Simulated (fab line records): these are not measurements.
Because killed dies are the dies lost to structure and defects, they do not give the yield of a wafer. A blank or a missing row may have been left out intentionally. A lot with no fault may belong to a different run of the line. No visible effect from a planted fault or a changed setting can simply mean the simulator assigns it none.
Chamber matching -- flow gf180mcu -- GF_HV_LDD_ETCHBACK_58 on rie-diel-01 has 4 sister chambers
The step etches Si3N4 in CH3F/O2, stops on SiO2, time 100 s, target depth 90 nm. 8 wafers are shown with their chamber, then 7 later ones without.

WAFERS PAIRED WITH THEIR CHAMBERS
wafer,chamber,ch3f-flow-sccm (sccm),throttle-valve-pct (%)
L947.1,3,40.03,10.569
L949.1,0,40.10,10.563
L949.6,2,39.65,10.548
L957.1,0,39.89,10.550
L957.2,1,40.02,10.567
L957.3,3,39.95,10.540
L960.1,1,40.15,10.577
L960.2,2,40.09,10.553

WAFERS WHOSE CHAMBER IS MISSING
wafer,ch3f-flow-sccm (sccm),throttle-valve-pct (%)
L960.6,40.08,10.561
L962.1,40.03,10.551
L962.4,39.97,10.577
L962.5,39.89,10.555
L963.1,39.90,10.557
L963.2,39.90,10.557
L963.5,39.99,10.543

WHICH CHAMBER EACH ONE RAN IN
wafer,from the rows above,in truth
L960.6,can't be placed: 0 or 3 or 1 or 2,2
L962.1,can't be placed: 3 or 0 or 2 or 1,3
L962.4,can't be placed: 1 or 0 or 3 or 2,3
L962.5,can't be placed: 2 or 3 or 0 or 1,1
L963.1,can't be placed: 0 or 3 or 2 or 1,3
L963.2,can't be placed: 0 or 3 or 2 or 1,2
L963.5,can't be placed: 2 or 3 or 0 or 1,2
Correctly placed: 0 of 7. From these rows, 7 cannot be placed; in 7 the true chamber is one of the candidates. Placed wrongly: 0.
How it was worked out, from the rows above alone: a wafer's distance from a chamber is the root of the sum, over the readings, of the square of ((its reading less the chamber's mean) divided by the reading's scatter). The wafer belongs to the nearest chamber; if the next one is less than 2 further off, it can't be placed. The mean given for a chamber averages the wafers shown for that chamber. The scatter is the square root of a quotient: the sum, over the shown wafers, of each reading's squared deviation from its chamber's mean, divided by wafers minus chambers.
